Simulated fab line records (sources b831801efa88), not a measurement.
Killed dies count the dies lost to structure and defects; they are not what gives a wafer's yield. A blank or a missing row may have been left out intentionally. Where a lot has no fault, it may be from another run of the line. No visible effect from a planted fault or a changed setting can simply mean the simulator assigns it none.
A lot that was struck, set against a sound lot / flow sky130 / 15 out of 708 route steps
Sound: the wafers L233.2, L233.3, L233.4. Struck: wafer L238.3 (left out: L238.5, a lot-mate that was not struck); the cause follows at the end.
For every step that has rows: the tool of each side, followed by ch and its chambers, followed by its first start. Under that, the readings that differ: sound wafers / struck wafers / difference of the means / sigmas: that difference in standard deviations of wafers without a fault.
alike: words and numbers the same on both sides, and readings whose means are apart by under 2 such deviations; not compared: readings that were withheld, readings missing a value for some wafer, numbers with overlapping values and no deviation given by the record, and bounds like >300 which may hide the same value.
The two part at a step that has a row with sigmas, a row that says differs or no value, or rows on one side only. Numbers that don't overlap but have no deviation are shown without sigmas and don't part them. A reading that every wafer of one side lacks parts them only if that side has two wafers or more.

first, 8 steps without rows for these wafers: SKY_POLY_GATE_DEHYDRATE_05 (time 60 s); SKY_POLY_GATE_HMDS_06 (prime time 60 s); SKY_POLY_GATE_COAT_07 (resist thk 110 nm); SKY_POLY_GATE_COAT_08 (resist thk 450 nm); SKY_POLY_GATE_SOFTBAKE_09 (time 90 s); SKY_POLY_GATE_EXPOSE_10 (exposes mask P1M, target cd 150 nm); SKY_POLY_GATE_PEB_11; SKY_POLY_GATE_DEVELOP_12 (develop time 60 s).
SKY_POLY_GATE_CD_MEAS_13 targets a cd of 150 nm.
  sound on cdSem-02, day 18 11:03; struck on cdSem-01, day 20 10:58
  alike: cdNm
SKY_POLY_GATE_OVL_MEAS_14:
  sound on overlay-02, day 18 11:10; struck on overlay-02, day 20 11:04
  alike: POLY_GATE_OVL
SKY_POLY_GATE_ETCH_15: etches BARC in N2/H2, stops on SiO2, time 118.5 s, target depth 110 nm.
  sound on rieDiel-01 ch 0,1,2, day 18 11:11; struck on rieDiel-03 ch 1, day 20 11:05
  alike: drypumpMotorCurrentA, oesProductAu, runLengthS, throttleValvePct
  not compared: rfHoursCounterH
SKY_POLY_GATE_ETCH_16: etches Si3N4 in CH3F/O2, stops on poly-Si, time 147.5 s, target depth 75 nm.
  sound on rieDiel-01 ch 0,1,2, day 18 11:16; struck on rieDiel-03 ch 1, day 20 11:10
  alike: ch3fFlowSccm, drypumpMotorCurrentA, oesProductAu, runLengthS, throttleValvePct
  not compared: rfHoursCounterH
SKY_POLY_GATE_ETCH_17: etches poly-Si in HBr/Cl2, stops on SiO2, target depth 180 nm, time 70.5 s.
  sound on rieSi-02 ch 0,1,3, day 18 11:22; struck on rieSi-01 ch 0, day 20 11:16
reading=oesProductAu (a.u.); sound=1.003 1.000 0.985; struck=0.932; difference=-0.064; sigmas=-8
reading=runLengthS (s); sound=99.4 98.8 98.8; struck=106.2; difference=+7.2; sigmas=+14
reading=model.KrF-thick_of_POLY_GATE_COAT_08.thkNm (nm); sound=136.6 135.8 134.4; struck=133.9; difference=-1.7; sigmas=
reading=model.SiO2_of_SONOS_ONO_CVD_04.thkNm (nm); sound=4.265 4.191 4.221; struck=4.004; difference=-0.222; sigmas=
  alike: drypumpMotorCurrentA, throttleValvePct
  not compared: rfHoursCounterH
SKY_POLY_GATE_STRIP_18: strips in O2/N2.
  sound on plasmaAsher-01 ch 0,1, day 18 11:26; struck on plasmaAsher-02 ch 1, day 20 11:22
  alike: drypumpMotorCurrentA, oesProductAu, stripTimeToEndpointS
  not compared: rfHoursCounterH
-- the record jumps here: 28 days lie between the struck wafers' starts before and after (it left off in module POLY_GATE and takes up again in module PAD_OPEN, whose first step shown is number 708 of the route) --
SKY_PAD_OPEN_PROBE_99:
  sound on prober-02, day 47 06:05; struck on prober-01, day 48 09:25
  alike: killed_at_M0_to_M3, killed_at_M4_up, killedAtContacts, killedAtFrontEnd, killedAtOther, killedDies, killedOpen, killedShort

WHERE THEY PART
SKY_POLY_GATE_ETCH_17 only, going by this record. Later steps at which nothing parts them and some readings are alike: SKY_POLY_GATE_STRIP_18, SKY_PAD_OPEN_PROBE_99.

WHY: what the simulator had put in
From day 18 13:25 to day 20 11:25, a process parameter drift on rieSi-01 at SKY_POLY_GATE_ETCH_17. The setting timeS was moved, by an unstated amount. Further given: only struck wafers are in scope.
